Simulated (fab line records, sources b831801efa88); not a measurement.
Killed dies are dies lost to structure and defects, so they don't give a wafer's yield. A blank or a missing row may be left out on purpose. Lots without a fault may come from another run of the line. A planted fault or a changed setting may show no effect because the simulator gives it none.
fab line records | flow gf180mcu
record lots=5 wafers=15 last_day=33
route steps=602 shown TOP_METAL@572
lots that met no fault: from a run of the same line without faults
start_h: hours from the record's first day to the start of the lot's first wafer shown | wait_h: hours since the lot's step before | " the same as in the row above | L1.1+2: a row that stands for several wafers | - no value, or no start given | * or withheld: withheld | < > ~ a bound
route shown NAME@n: a module of which the file shows steps, and the number in the route of the first | usual: mean/standard deviation of fault-free wafers | same: alike in all rows | chamber/n: place in a boat | sites: the reading at each site | _std_site: their standard deviation | _edge_site: outer sites' mean less inner sites' | radius_mm: how far each site lies from the wafer's centre | mask NAME#n: copy n | behind: the tool/chamber that last shaped the wafer | hold: why the lot was held/for how many hours/how that ended | device: the transistor (n, p or np) that didn't switch | end of line: the same wafers' tests at the end of the route | a step without rows: its recipe alone | killed: dies lost to structure and defects at the first sort, not the wafer's yield | map: a wafer's dies, x killed, . not, _ none there
set.NAME: the setting as run; set.NAME@STEP: as run at that earlier step | model.NAME: the simulator's own value behind a step, which no gauge read
lots at some steps of the route; a table a step, a row a wafer
services: from which hour (start_h, from the record's first day; less than 0 if before it) a tool's chamber was out of use, for how many hours, and why
## steps
# step GF_TOP_METAL_RS_MEAS_05
# recipe thk_meas_gauge=four-point-probe reads=TiN_of_TOP_METAL_SPUTTER_04+Ti_of_TOP_METAL_SPUTTER_03+AlCu_of_TOP_METAL_SPUTTER_02+TiN_of_TOP_METAL_SPUTTER_01+Ti_of_TOP_METAL_SPUTTER_00
# usual TOP_METAL_ALCU_RS=0.03274/0.00028
# columns lot.wafer tool chamber start_h wait_h TOP_METAL_ALCU_RS[ohm/sq]
L074.1 film_metro-03 - 632.65 0.0 0.03282
L074.4 " - " " 0.03269
L074.5 " - " " 0.03263
L075.1 film_metro-03 - 638.81 0.0 0.0324
L075.3 " - " " 0.03265
L075.6 " - " " 0.03238
L081.1 film_metro-04 - 682.23 0.0 0.0334
L081.2 " - " " 0.03278
L081.5 " - " " 0.03283
L082.1 film_metro-03 - 690.66 0.0 0.03271
L082.2 " - " " 0.03274
L082.5 " - " " 0.03235
L091.1 film_metro-03 - 747.98 0.1 0.03302
L091.2 " - " " 0.0328
L091.5 " - " " 0.03269
# step GF_TOP_METAL_THK_MEAS_06
# recipe thk_meas_gauge=xrf reads=AlCu_of_TOP_METAL_SPUTTER_02
# usual TOP_METAL_ALCU_THK=895/8.8
# columns lot.wafer tool chamber start_h wait_h TOP_METAL_ALCU_THK[nm]
L074.1 film_metro-03 - 632.77 0.1 895
L074.4 " - " " 902
L074.5 " - " " 906
L075.1 film_metro-03 - 638.93 0.1 905
L075.3 " - " " 904
L075.6 " - " " 906
L081.1 film_metro-04 - 682.35 0.1 878
L081.2 " - " " 888
L081.5 " - " " 890
L082.1 film_metro-03 - 690.78 0.1 901
L082.2 " - " " 895
L082.5 " - " " 907
L091.1 film_metro-03 - 748.10 0.1 890
L091.2 " - " " 890
L091.5 " - " " 900
# step GF_TOP_METAL_DEHYDRATE_07
# recipe temp_c=200 time_s=60
# columns lot.wafer tool chamber start_h wait_h
L074.1+4+5 litho_track-03 0 641.41 8.6
L075.1+3+6 litho_track-04 0 648.13 9.2
L081.1+2+5 litho_track-03 0 691.21 8.9
L082.1+2+5 litho_track-03 0 699.21 8.4
L091.1+2+5 litho_track-01 0 755.11 7.0
# step GF_TOP_METAL_HMDS_08
# recipe prime_time_s=60 prime_temp_c=120
# columns lot.wafer tool chamber start_h wait_h
L074.1+4+5 litho_track-03 0 641.56 0.1
L075.1+3+6 litho_track-04 0 648.28 0.1
L081.1+2+5 litho_track-03 0 691.36 0.1
L082.1+2+5 litho_track-03 0 699.36 0.1
L091.1+2+5 litho_track-01 0 755.26 0.1
# step GF_TOP_METAL_COAT_09
# recipe resist=NOVOLAK spin_rpm=3000 resist_thk_nm=1500
# columns lot.wafer tool chamber start_h wait_h
L074.1+4+5 litho_track-03 0 641.71 0.1
L075.1+3+6 litho_track-04 0 648.43 0.1
L081.1+2+5 litho_track-03 0 691.51 0.1
L082.1+2+5 litho_track-03 0 699.51 0.1
L091.1+2+5 litho_track-01 0 755.41 0.1
# step GF_TOP_METAL_SOFTBAKE_10
# recipe temp_c=90 time_s=60 resist=NOVOLAK
# columns lot.wafer tool chamber start_h wait_h
L074.1+4+5 litho_track-03 0 641.86 0.1
L075.1+3+6 litho_track-04 0 648.58 0.1
L081.1+2+5 litho_track-03 0 691.66 0.1
L082.1+2+5 litho_track-03 0 699.66 0.1
L091.1+2+5 litho_track-01 0 755.56 0.1
# step GF_TOP_METAL_EXPOSE_11
# recipe mask_id=MetalTop target_cd_nm=440 na=0.6 source_shape=conventional sigma_outer=0.6 dose_mj=170
# usual focus_offset_nm=0.1/0.55
# same na=0.6
# columns lot.wafer tool chamber start_h wait_h mask focus_offset_nm
L074.1 iline_stepper-02 0 - - MetalTop#0 -0.4
L074.4 " 0 " " MetalTop#0 -1.3
L074.5 " 0 " " MetalTop#0 0.7
L075.1 iline_stepper-01 0 - - MetalTop#0 0.0
L075.3 " 0 " " MetalTop#0 0.0
L075.6 " 0 " " MetalTop#0 -0.4
L081.1 iline_stepper-01 0 - - MetalTop#0 -0.1
L081.2 " 0 " " MetalTop#0 -0.6
L081.5 " 0 " " MetalTop#0 -0.6
L082.1 iline_stepper-02 0 - - MetalTop#0 0.4
L082.2 " 0 " " MetalTop#0 -0.2
L082.5 " 0 " " MetalTop#0 0.9
L091.1 iline_stepper-02 0 - - MetalTop#0 0.0
L091.2 " 0 " " MetalTop#0 0.5
L091.5 " 0 " " MetalTop#0 0.0
# step GF_TOP_METAL_PEB_12
# recipe temp_c=withheld time_s=* resist=NOVOLAK
# columns lot.wafer tool chamber start_h wait_h
L074.1+4+5 litho_track-01 0 - -
L075.1+3+6 litho_track-03 0 - -
L081.1+2+5 litho_track-01 0 - -
L082.1+2+5 litho_track-03 0 - -
L091.1+2+5 litho_track-04 0 - -
## services
# columns tool chamber start_h hours kind
iline_stepper-02 0 646.39 - calibration
iline_stepper-01 - 662.63 4.1 repair
iline_stepper-02 - 676.66 1.7 pm
iline_stepper-01 - 742.87 1.7 pm
## key
fault none
